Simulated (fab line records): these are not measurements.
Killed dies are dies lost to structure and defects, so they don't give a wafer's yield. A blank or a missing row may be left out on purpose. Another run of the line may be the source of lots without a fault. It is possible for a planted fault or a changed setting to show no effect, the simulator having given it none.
Matching of chambers + flow sky130 + 4 sister chambers for SKY_VIA3_ETCH_15 on rie diel-04
The step etches SiO2 in C4F8/O2/Ar, stops on TiN, target depth 507 nm, time 78 s. 4 wafers are shown with their chamber, then 12 later ones without.

== EACH WAFER AND ITS CHAMBER ==
| wafer  | chamber | oes product au (a.u.) |
|--------|---------|-----------------------|
| L084.6 | 0       | 0.935                 |
| L088.1 | 3       | 0.945                 |
| L088.2 | 1       | 0.949                 |
| L088.3 | 2       | 0.945                 |

== WAFERS MISSING THEIR CHAMBER ==
| wafer  | oes product au (a.u.) |
|--------|-----------------------|
| L088.4 | 0.936                 |
| L088.5 | 0.938                 |
| L088.6 | 0.945                 |
| L089.1 | 0.948                 |
| L089.5 | 0.949                 |
| L089.6 | 0.944                 |
| L093.1 | 0.943                 |
| L093.2 | 0.951                 |
| L093.4 | 0.943                 |
| L097.3 | 0.949                 |
| L097.4 | 0.946                 |
| L097.5 | 0.943                 |

== EACH ONE'S CHAMBER ==
| wafer  | from the rows above          | in truth                   |
|--------|------------------------------|----------------------------|
| L088.4 | 0                            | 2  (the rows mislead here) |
| L088.5 | 0                            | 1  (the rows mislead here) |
| L088.6 | can't be placed: 2 or 3      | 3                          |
| L089.1 | can't be placed: 1 or 2 or 3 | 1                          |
| L089.5 | 1                            | 1                          |
| L089.6 | can't be placed: 2 or 3      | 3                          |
| L093.1 | can't be placed: 2 or 3      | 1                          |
| L093.2 | 1                            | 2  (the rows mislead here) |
| L093.4 | can't be placed: 2 or 3      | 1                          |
| L097.3 | 1                            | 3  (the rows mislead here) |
| L097.4 | can't be placed: 2 or 3 or 1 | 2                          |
| L097.5 | can't be placed: 2 or 3      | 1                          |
1 of 12 placed correctly. These rows do not allow placing 7 (true chamber among the candidates in 4). Number placed wrongly: 4.
How it was worked out, from the rows above alone: a wafer's distance from a chamber is the root of the sum, over the readings, of the square of ((its reading less the chamber's mean) divided by the reading's scatter). The wafer belongs to the nearest chamber; if the next one is less than 2 further off, it can't be placed. A chamber's mean is the mean of its shown wafers. The scatter (one wafer shown for each chamber): square how far every hidden wafer sits from the nearest shown wafer, average those squares and take the square root.
